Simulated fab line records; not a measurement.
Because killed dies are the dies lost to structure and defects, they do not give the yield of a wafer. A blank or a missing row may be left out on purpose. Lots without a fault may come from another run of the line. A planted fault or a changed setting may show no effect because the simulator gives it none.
The tool behind it: which one? | flow sky130 | 10 lots, 30 wafers sampled, at 5 steps of a route of 708

WHAT EACH GAUGE READ, for each wafer
SKY_PASSIVATION_THK_MEAS_03.
lot  | measured     | on            | PASSIVATION_CVD_02_THK (nm)
L589 | day 44 01:47 | film metro-04 | 531 534 543
L590 | day 44 05:46 | film metro-04 | 538 545 544
L591 | day 44 11:55 | film metro-04 | 548 548 548
L592 | day 44 17:53 | film metro-03 | 542 540 544
L593 | day 45 04:35 | film metro-04 | 540 544 544
L597 | day 46 08:35 | film metro-03 | 526 531 539
L603 | day 47 19:26 | film metro-03 | 385 391 542
L609 | day 49 07:53 | film metro-03 | 537 540 547
L610 | day 49 10:02 | film metro-04 | 528 538 538
L612 | day 49 10:44 | film metro-03 | 543 537 546

TOOL THAT RAN EACH LOT (tool first, then ch and the chambers of the sampled wafers, then the start)
lot  | SKY_METAL4_SPUTTER_00        | SKY_METAL4_DESCUM_15              | SKY_VIA4_ETCH_12                   | SKY_PASSIVATION_CVD_02
L589 | pvd sputter-04, day 39 22:36 | rie metal-03 ch 0,1, day 42 00:43 | rie diel-02 ch 2,3, day 43 00:53   | pecvd-03 ch 1,2, day 44 01:33
L590 | pvd sputter-02, day 40 01:40 | rie metal-04 ch 0, day 42 03:49   | rie diel-04 ch 0,3, day 43 04:23   | pecvd-04 ch 0,1, day 44 05:32
L591 | pvd sputter-02, day 40 10:12 | rie metal-03 ch 0,1, day 42 10:53 | rie diel-02 ch 1,2,3, day 43 10:52 | pecvd-04 ch 0,1,2, day 44 11:46
L592 | pvd sputter-02, day 40 15:33 | rie metal-04 ch 0,1, day 42 16:40 | rie diel-04 ch 0,1, day 43 16:51   | pecvd-04 ch 0,2, day 44 17:40
L593 | pvd sputter-02, day 41 03:24 | rie metal-02 ch 0, day 43 03:52   | rie diel-01 ch 1,2, day 44 03:59   | pecvd-01 ch 1,2, day 45 04:21
L597 | pvd sputter-02, day 42 13:13 | rie metal-04 ch 1, day 44 10:34   | rie diel-04 ch 1,2,3, day 45 09:16 | pecvd-03 ch 1,2, day 46 08:22
L603 | pvd sputter-02, day 44 01:16 | rie metal-03 ch 0,1, day 45 22:28 | rie diel-01 ch 0,1,3, day 46 20:20 | pecvd-04 ch 1,2, day 47 19:13
L609 | pvd sputter-03, day 45 19:12 | rie metal-04 ch 0,1, day 47 13:08 | rie diel-02 ch 0,2,3, day 48 10:15 | pecvd-03 ch 0,1,2, day 49 07:38
L610 | pvd sputter-02, day 45 22:31 | rie metal-03 ch 0,1, day 47 16:11 | rie diel-02 ch 0,1, day 48 13:16   | pecvd-03 ch 0,2, day 49 09:47
L612 | pvd sputter-04, day 46 00:11 | rie metal-03 ch 1, day 47 17:19   | rie diel-01 ch 1,2, day 48 13:55   | pecvd-01 ch 0,1,2, day 49 10:30
- SKY_METAL4_SPUTTER_00: material Ti, target thk 15 nm, time 10 s.
- SKY_METAL4_DESCUM_15: chemistry O2, time 8 s.
- SKY_VIA4_ETCH_12: etches SiO2 in C4F8/O2/Ar, stops on TiN, target depth 580 nm.
- SKY_PASSIVATION_CVD_02: deposits Si3N4, target thk 540 nm.

THE ANSWER, worked out from the rows above alone
Rule: what is usual is taken from the lots themselves. The widest of any qualifying gaps counts: lots, ordered by their means at a reading, are off when they make up no more than a third of the lots, leave a main group of 4 or more, and stand apart from it by 3 or more times the standard deviation of that group's means. A main group whose means are all the same, to the digits that the tables above print for the reading, isn't used. A lot without any number at a reading at which 4 lots or more have one is off too. Where the step has rows for the other lots, those lots are counted as sound.
Off: L603, seen at SKY_PASSIVATION_THK_MEAS_03 (PASSIVATION_CVD_02_THK). Mean 540 nm and standard deviation 4.7 in the main group.
If a tool, at a process step before that reading, ran all the lots that are off and no sound lot after the first of them, it fits. The gauges at SKY_PASSIVATION_THK_MEAS_03 are tried like those tools. One fits: SKY_PASSIVATION_CVD_02 on pecvd-04. A fault onset in the window from L592 (day 44 17:40, its last sound lot) to L603 (day 47 19:13, its first lot off) fits.

WHAT HAD BEEN PUT IN BY THE SIMULATOR
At SKY_PASSIVATION_CVD_02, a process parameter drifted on pecvd-04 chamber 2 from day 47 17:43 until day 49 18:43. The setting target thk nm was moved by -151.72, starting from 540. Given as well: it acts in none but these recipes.
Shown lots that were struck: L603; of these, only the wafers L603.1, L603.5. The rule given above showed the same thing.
